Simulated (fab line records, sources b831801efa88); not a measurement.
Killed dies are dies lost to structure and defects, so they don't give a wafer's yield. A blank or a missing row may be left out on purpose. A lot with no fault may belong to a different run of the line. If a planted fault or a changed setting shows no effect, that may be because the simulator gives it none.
One fault through the eyes of 2 desks :: flow gf180mcu :: every desk sees just its own numbers, and what lay behind them comes last

DESK OF THE TOOL OWNER: lithoTrack-01
The tool's own readings at GF_NWELL_SOFTBAKE_03, given as means over the sampled wafers that have a number, one for each lot that went through this tool. Marked OUT: a lot whose mean sits more than 4 standard deviations from the usual mean, which makes it out of limits; the brackets give that distance.
Columns: A = chillPlateTempC at GF_NWELL_SOFTBAKE_03, usual 23.01 C; B = heaterPowerTotalW at GF_NWELL_SOFTBAKE_03, usual 65.34 W; C = plateTempC at GF_NWELL_SOFTBAKE_03, usual 110.03 C
lot: L687
first seen here: day 3 16:13
A: 23.00
B: 65.34
C: 109.98

lot: L690
first seen here: day 4 09:43
A: 23.04
B: 65.33
C: 110.20

lot: L692
first seen here: day 4 19:28
A: 23.24
B: 70.47 (+39) OUT
C: 116.53 (+50) OUT

lot: L694
first seen here: day 5 06:46
A: 22.99
B: 70.60 (+40) OUT
C: 116.46 (+49) OUT

lot: L695
first seen here: day 5 13:55
A: 22.94
B: 70.60 (+40) OUT
C: 116.42 (+49) OUT

lot: L707
first seen here: day 8 05:48
A: 23.19
B: 65.22
C: 110.02
This desk finds L692, L694, L695 out of limits, L692 being first, at day 4 19:28 (heaterPowerTotalW at GF_NWELL_SOFTBAKE_03). In limits: L687, L690, L707.

METROLOGY DESK
Means of the sampled wafers that have a number, per lot and without regard to the tool the lot ran on: this is what the gauges read. Marked OUT: a lot whose mean sits more than 4 standard deviations from the usual mean, which makes it out of limits; the brackets give that distance.
Columns: A = MVSD_OVL at GF_MVSD_OVL_MEAS_07, usual 1.3 nm
lot: L686
first seen here: day 4 19:54
A: 1.0

lot: L687
first seen here: day 5 03:12
A: 0.9

lot: L688
first seen here: day 5 07:42
A: 2.4

lot: L690
first seen here: day 5 22:22
A: 2.9

lot: L692
first seen here: day 6 09:43
A: 1.7

lot: L694
first seen here: day 6 20:58
A: 2.1

lot: L695
first seen here: day 7 04:11
A: 0.9

lot: L701
first seen here: day 8 13:20
A: 2.2

lot: L703
first seen here: day 9 06:06
A: 2.1

lot: L705
first seen here: day 9 13:40
A: 0.2

lot: L706
first seen here: day 9 19:24
A: -0.9

lot: L707
first seen here: day 10 01:12
A: 2.0
This desk's finding: nothing out of limits on any of the 12 lots.

PUT TOGETHER
The tool owner's desk could have raised an alarm at day 4 19:28, on L692, L694, L695.
At the metrology desk, nothing out of limits was observed.
The metrology desk holds a record of L692, L694, L695, inside its limits.
The lots listed all ran GF_NWELL_SOFTBAKE_03 on lithoTrack-01.

WHAT HAD BEEN PUT IN BY THE SIMULATOR
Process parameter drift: lithoTrack-01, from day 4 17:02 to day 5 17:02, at GF_NWELL_SOFTBAKE_03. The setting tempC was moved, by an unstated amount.
Struck lots among those shown: L692, L694, L695.
How many hours passed from the start of the fault until each desk's first out-of-limits reading: the tool owner's desk, 2.
